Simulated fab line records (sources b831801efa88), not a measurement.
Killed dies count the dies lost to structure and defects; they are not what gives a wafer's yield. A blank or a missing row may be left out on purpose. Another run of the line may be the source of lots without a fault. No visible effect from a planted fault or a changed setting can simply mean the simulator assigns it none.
fab line records -- flow sfqLine
record lots=14, wafers=42, lastDay=75
route steps=325 shown I1@76 I5@238 I6@275 I7@306
lots that met no fault: taken from a fault-free run of the same line
startH: hours from the record's first day to the start of the lot's first wafer shown -- waitH: hours since the lot's step before -- " the same as in the row above -- L1.1+2: a row that stands for several wafers -- - no value, or no start was given -- * or withheld: withheld -- < > ~ a bound
route shown NAME@n: a module of which the file shows steps, and the number in the route of the first -- usual: mean/standard deviation of fault-free wafers -- same: alike in all rows -- chamber/n: place in a boat -- sites: readings site by site -- _std_site: the values' standard deviation -- _edge_site: mean of outer sites minus mean of inner sites -- radiusMm: for every site, how far away it sits from the centre of the wafer -- mask NAME#n: copy n -- behind: the tool/chamber that last shaped the wafer -- hold: why the lot was held/for how many hours/how that ended -- device: which transistor (n, p or np) failed to switch -- end of line: the same wafers' tests at the end of the route -- for a step that has no rows: nothing shown but its recipe -- killed: dies lost to structure and defects at the first sort, not the wafer's yield -- map: dies across one wafer; x = killed, . = not, _ = none there
set.NAME: the setting the step ran with; set.NAME@STEP: the setting that earlier step ran with -- model.NAME: the simulator's own value behind a step, which no gauge read
one table for each step of the route and one row for each wafer, over a sample of lots
services: when a tool's chamber went out of use (startH, in hours from the record's first day, below 0 if earlier), for how many hours, and the reason
## steps
# step SFQ_TRILAYER_I1_METRO_MEASURE_047
# usual thkNm=201.0/0.92
lot.wafer,tool,chamber,startH,waitH,thkNm
L721.3,filmMetro-04,-,304.21,0.5,200.2
L721.4,filmMetro-04,-,304.21,0.5,201.4
L721.5,filmMetro-04,-,304.21,0.5,199.9
L722.4,filmMetro-04,-,309.49,0.6,200.5
L722.5,filmMetro-04,-,309.49,0.6,199.9
L722.6,filmMetro-04,-,309.49,0.6,200.1
L723.1,filmMetro-03,-,317.89,0.1,203.2
L723.2,filmMetro-03,-,317.89,0.1,201.5
L723.3,filmMetro-03,-,317.89,0.1,202.5
L725.1,filmMetro-03,-,323.89,0.1,200.6
L725.2,filmMetro-03,-,323.89,0.1,201.0
L725.5,filmMetro-03,-,323.89,0.1,200.3
L726.2,filmMetro-03,-,334.24,0.3,199.6
L726.4,filmMetro-03,-,334.24,0.3,201.3
L726.5,filmMetro-03,-,334.24,0.3,200.6
L728.3,filmMetro-04,-,349.44,0.5,200.2
L728.4,filmMetro-04,-,349.44,0.5,200.4
L728.5,filmMetro-04,-,349.44,0.5,200.2
L730.1,filmMetro-04,-,370.44,0.1,199.9
L730.3,filmMetro-04,-,370.44,0.1,200.2
L730.6,filmMetro-04,-,370.44,0.1,200.2
L735.2,filmMetro-03,-,425.80,0.3,201.2
L735.4,filmMetro-03,-,425.80,0.3,200.8
L735.5,filmMetro-03,-,425.80,0.3,199.9
L736.1,filmMetro-04,-,428.45,0.1,202.6
L736.4,filmMetro-04,-,428.45,0.1,202.9
L736.6,filmMetro-04,-,428.45,0.1,203.1
L737.2,filmMetro-01,-,433.00,0.3,199.8
L737.5,filmMetro-01,-,433.00,0.3,201.5
L737.6,filmMetro-01,-,433.00,0.3,200.4
L739.2,filmMetro-03,-,452.82,0.3,199.1
L739.4,filmMetro-03,-,452.82,0.3,199.4
L739.5,filmMetro-03,-,452.82,0.3,200.2
L741.1,filmMetro-01,-,465.80,0.1,201.4
L741.3,filmMetro-01,-,465.80,0.1,201.8
L741.6,filmMetro-01,-,465.80,0.1,201.2
L742.1,filmMetro-03,-,479.00,0.1,200.6
L742.3,filmMetro-03,-,479.00,0.1,201.8
L742.6,filmMetro-03,-,479.00,0.1,201.2
L744.1,filmMetro-03,-,501.82,0.1,201.0
L744.2,filmMetro-03,-,501.82,0.1,200.6
L744.3,filmMetro-03,-,501.82,0.1,201.0
# step SFQ_TRILAYER_I5_STRIP_STRIP_148
# recipe gas=O2, powerW=200, platenTempC=40, overashFraction=0.65, chemistry=O2, pressureMtorr=50
# usual drypumpMotorCurrentA=5.9/0.34, oesProductAu=0.997/0.0085
# same overashFraction=0.65
lot.wafer,tool,chamber,startH,waitH,drypumpMotorCurrentA,oesProductAu,rfHoursCounterH
L721.3,rieMetal-01,1,1153.48,-,5.8,0.994,-
L721.4,rieMetal-01,0,1153.48,-,5.8,0.988,-
L721.5,rieMetal-01,0,1153.48,-,5.8,0.982,-
L722.4,rieMetal-01,0,1155.88,-,5.7,0.990,-
L722.5,rieMetal-01,1,1155.88,-,5.9,1.003,-
L722.6,rieMetal-01,0,1155.88,-,5.8,1.001,-
L723.1,rieMetal-04,0,1172.48,-,6.4,1.013,149
L723.2,rieMetal-04,1,1172.48,-,5.4,1.006,106
L723.3,rieMetal-04,0,1172.48,-,6.4,1.006,-
L725.1,rieMetal-02,0,1183.28,-,5.6,0.999,9
L725.2,rieMetal-02,1,1183.28,-,6.3,1.005,153
L725.5,rieMetal-02,0,1183.28,-,5.6,0.998,-
L726.2,rieMetal-04,1,1185.68,-,5.5,0.999,108
L726.4,rieMetal-04,0,1185.68,-,6.4,1.005,-
L726.5,rieMetal-04,1,1185.68,-,5.4,0.998,-
L728.3,rieMetal-04,0,1199.66,-,6.4,1.003,-
L728.4,rieMetal-04,1,1199.66,-,5.5,1.009,-
L728.5,rieMetal-04,0,1199.66,-,6.4,1.002,-
L730.1,rieMetal-04,1,1207.86,-,5.4,1.013,112
L730.3,rieMetal-04,0,1207.86,-,6.4,1.009,-
L730.6,rieMetal-04,0,1207.86,-,6.4,1.002,-
L735.2,rieMetal-04,1,1417.36,-,5.4,0.999,132
L735.4,rieMetal-04,1,1417.36,-,5.4,1.008,-
L735.5,rieMetal-04,1,1417.36,-,5.4,1.004,-
L736.1,rieMetal-02,1,1418.56,-,6.2,0.994,14
L736.4,rieMetal-02,0,1418.56,-,5.6,0.979,-
L736.6,rieMetal-02,0,1418.56,-,5.6,0.993,-
L737.2,rieMetal-04,1,1419.76,-,5.4,0.987,133
L737.5,rieMetal-04,1,1419.76,-,5.5,1.000,-
L737.6,rieMetal-04,0,1419.76,-,6.4,1.001,-
L739.2,rieMetal-02,0,1460.06,-,5.6,0.988,46
L739.4,rieMetal-02,1,1460.06,-,6.2,0.994,-
L739.5,rieMetal-02,1,1460.06,-,6.3,0.984,-
L741.1,rieMetal-02,0,1479.27,-,5.6,0.989,49
L741.3,rieMetal-02,1,1479.27,-,6.2,0.992,-
L741.6,rieMetal-02,1,1479.27,-,6.2,0.988,-
L742.1,rieMetal-02,0,1497.18,-,5.6,0.999,51
L742.3,rieMetal-02,1,1497.18,-,6.2,1.003,-
L742.6,rieMetal-02,0,1497.18,-,5.6,1.004,-
L744.1,rieMetal-04,0,1537.37,-,6.4,1.003,36
L744.2,rieMetal-04,0,1537.37,-,6.4,0.999,-
L744.3,rieMetal-04,0,1537.37,-,6.4,0.986,-
# step SFQ_TRILAYER_I6_VIA_LITHO_DEVELOP_171
# recipe timeS=60, resist=KrF
# usual chillPlateTempC=23.01/0.1, exhaustPa=44.9/0.89
lot.wafer,tool,chamber,startH,waitH,chillPlateTempC,exhaustPa
L721.3,lithoTrack-03,0,1391.08,0.1,23.12,44.4
L721.4,lithoTrack-03,0,1391.08,0.1,22.97,45.6
L721.5,lithoTrack-03,0,1391.08,0.1,22.93,44.7
L722.4,lithoTrack-03,0,1403.10,0.1,23.22,45.6
L722.5,lithoTrack-03,0,1403.10,0.1,23.10,46.0
L722.6,lithoTrack-03,0,1403.10,0.1,23.16,45.5
L723.1,lithoTrack-01,0,1407.38,0.1,23.00,44.9
L723.2,lithoTrack-01,0,1407.38,0.1,23.05,44.0
L723.3,lithoTrack-01,0,1407.38,0.1,23.08,44.5
L725.1,lithoTrack-02,-,1438.58,0.1,-,-
L725.2,lithoTrack-02,-,1438.58,0.1,-,-
L725.5,lithoTrack-02,-,1438.58,0.1,-,-
L726.2,lithoTrack-02,-,1442.20,0.1,-,-
L726.4,lithoTrack-02,-,1442.20,0.1,-,-
L726.5,lithoTrack-02,-,1442.20,0.1,-,-
L728.3,lithoTrack-03,0,1457.73,0.1,23.18,45.6
L728.4,lithoTrack-03,0,1457.73,0.1,22.99,45.6
L728.5,lithoTrack-03,0,1457.73,0.1,23.07,45.8
L730.1,lithoTrack-02,0,1464.88,0.1,22.77,43.3
L730.3,lithoTrack-02,0,1464.88,0.1,22.96,43.0
L730.6,lithoTrack-02,0,1464.88,0.1,22.93,45.5
L735.2,lithoTrack-02,0,1471.72,0.1,23.10,43.9
L735.4,lithoTrack-02,0,1471.72,0.1,23.10,45.2
L735.5,lithoTrack-02,0,1471.72,0.1,23.16,44.1
L736.1,lithoTrack-02,0,1472.90,0.1,23.08,45.1
L736.4,lithoTrack-02,0,1472.90,0.1,23.19,45.2
L736.6,lithoTrack-02,0,1472.90,0.1,23.05,45.4
L737.2,lithoTrack-03,0,1474.12,0.1,23.16,43.6
L737.5,lithoTrack-03,0,1474.12,0.1,22.98,43.5
L737.6,lithoTrack-03,0,1474.12,0.1,22.96,44.8
L739.2,lithoTrack-02,0,1596.75,0.1,23.01,44.8
L739.4,lithoTrack-02,0,1596.75,0.1,22.93,45.1
L739.5,lithoTrack-02,0,1596.75,0.1,22.95,45.9
L741.1,lithoTrack-03,0,1607.52,0.1,23.10,45.0
L741.3,lithoTrack-03,0,1607.52,0.1,23.13,46.6
L741.6,lithoTrack-03,0,1607.52,0.1,22.95,47.3
L742.1,lithoTrack-01,0,1620.72,0.1,22.97,44.9
L742.3,lithoTrack-01,0,1620.72,0.1,22.96,46.8
L742.6,lithoTrack-01,0,1620.72,0.1,22.99,45.0
L744.1,lithoTrack-02,0,1657.37,0.1,22.96,45.2
L744.2,lithoTrack-02,0,1657.37,0.1,22.99,45.1
L744.3,lithoTrack-02,0,1657.37,0.1,23.08,44.8
# step SFQ_I7_OVL_MEAS_947
# usual I7_OVL=2/4.7
lot.wafer,tool,chamber,startH,waitH,I7_OVL[nm]
L721.3,overlay-01,-,1623.41,0.1,4
L721.4,overlay-01,-,1623.41,0.1,3
L721.5,overlay-01,-,1623.41,0.1,11
L722.4,overlay-02,-,1637.14,0.1,4
L722.5,overlay-02,-,1637.14,0.1,-3
L722.6,overlay-02,-,1637.14,0.1,4
L723.1,overlay-02,-,1640.72,0.1,-5
L723.2,overlay-02,-,1640.72,0.1,-8
L723.3,overlay-02,-,1640.72,0.1,-7
L725.1,overlay-02,-,1662.32,0.1,-
L725.2,overlay-02,-,1662.32,0.1,-
L725.5,overlay-02,-,1662.32,0.1,-
L726.2,overlay-01,-,1664.57,0.1,-
L726.4,overlay-01,-,1664.57,0.1,-
L726.5,overlay-01,-,1664.57,0.1,-
L728.3,overlay-01,-,1671.87,0.1,2
L728.4,overlay-01,-,1671.87,0.1,11
L728.5,overlay-01,-,1671.87,0.1,3
L730.1,overlay-01,-,1675.46,0.1,1
L730.3,overlay-01,-,1675.46,0.1,-3
L730.6,overlay-01,-,1675.46,0.1,1
L735.2,overlay-01,-,1682.67,0.1,-2
L735.4,overlay-01,-,1682.67,0.1,-2
L735.5,overlay-01,-,1682.67,0.1,2
L736.1,overlay-01,-,1683.86,0.1,0
L736.4,overlay-01,-,1683.86,0.1,6
L736.6,overlay-01,-,1683.86,0.1,-1
L737.2,overlay-01,-,1685.07,0.1,3
L737.5,overlay-01,-,1685.07,0.1,4
L737.6,overlay-01,-,1685.07,0.1,0
L739.2,overlay-01,-,1700.85,0.1,-1
L739.4,overlay-01,-,1700.85,0.1,4
L739.5,overlay-01,-,1700.85,0.1,10
L741.1,overlay-01,-,1703.24,0.1,1
L741.3,overlay-01,-,1703.24,0.1,-4
L741.6,overlay-01,-,1703.24,0.1,7
L742.1,overlay-02,-,1755.84,0.1,2
L742.3,overlay-02,-,1755.84,0.1,5
L742.6,overlay-02,-,1755.84,0.1,5
L744.1,overlay-02,-,1759.60,0.1,-6
L744.2,overlay-02,-,1759.60,0.1,-2
L744.3,overlay-02,-,1759.60,0.1,-4
## services
tool,chamber,startH,hours,kind
filmMetro-03,-,411.92,1.5,pm
rieMetal-04,-,422.13,2.8,pm
filmMetro-03,-,431.72,0.2,pm
filmMetro-03,-,487.44,1.0,pm
rieMetal-04,0,521.61,29.2,repair
rieMetal-04,-,525.75,1.4,pm
filmMetro-03,-,656.92,1.9,pm
filmMetro-03,-,676.72,1.3,pm
filmMetro-03,-,733.26,1.0,pm
filmMetro-03,-,738.83,1.6,pm
rieMetal-04,1,756.50,11.4,repair
rieMetal-04,-,768.89,1.1,repair
filmMetro-03,-,828.82,0.6,pm
rieMetal-04,1,857.93,4.7,repair
filmMetro-03,-,902.88,3.2,pm
filmMetro-03,-,921.72,4.1,pm
filmMetro-03,-,978.00,0.5,pm
filmMetro-03,-,1146.92,0.4,pm
filmMetro-03,-,1166.72,0.9,pm
filmMetro-03,-,1222.44,1.6,pm
rieMetal-04,1,1279.06,11.9,repair
rieMetal-04,1,1325.43,10.2,repair
rieMetal-04,-,1333.39,0.3,repair
filmMetro-03,-,1391.92,1.3,pm
## key
firstSign step=SFQ_TRILAYER_I6_VIA_LITHO_DEVELOP_171, reading=toolRecord, direction=missing
effect none on later readings
metAt SFQ_TRILAYER_I6_VIA_LITHO_DEVELOP_171
struckLots L725,L726
notActingAt SFQ_TRILAYER_I1_METRO_MEASURE_047,SFQ_TRILAYER_I5_STRIP_STRIP_148,SFQ_I7_OVL_MEAS_947
fault kind=skippedStepWhole, tool=lithoTrack-02, chamber=-, onsetH=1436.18, steps=SFQ_TRILAYER_I6_VIA_LITHO_DEVELOP_171, scope=struckLotsOnly
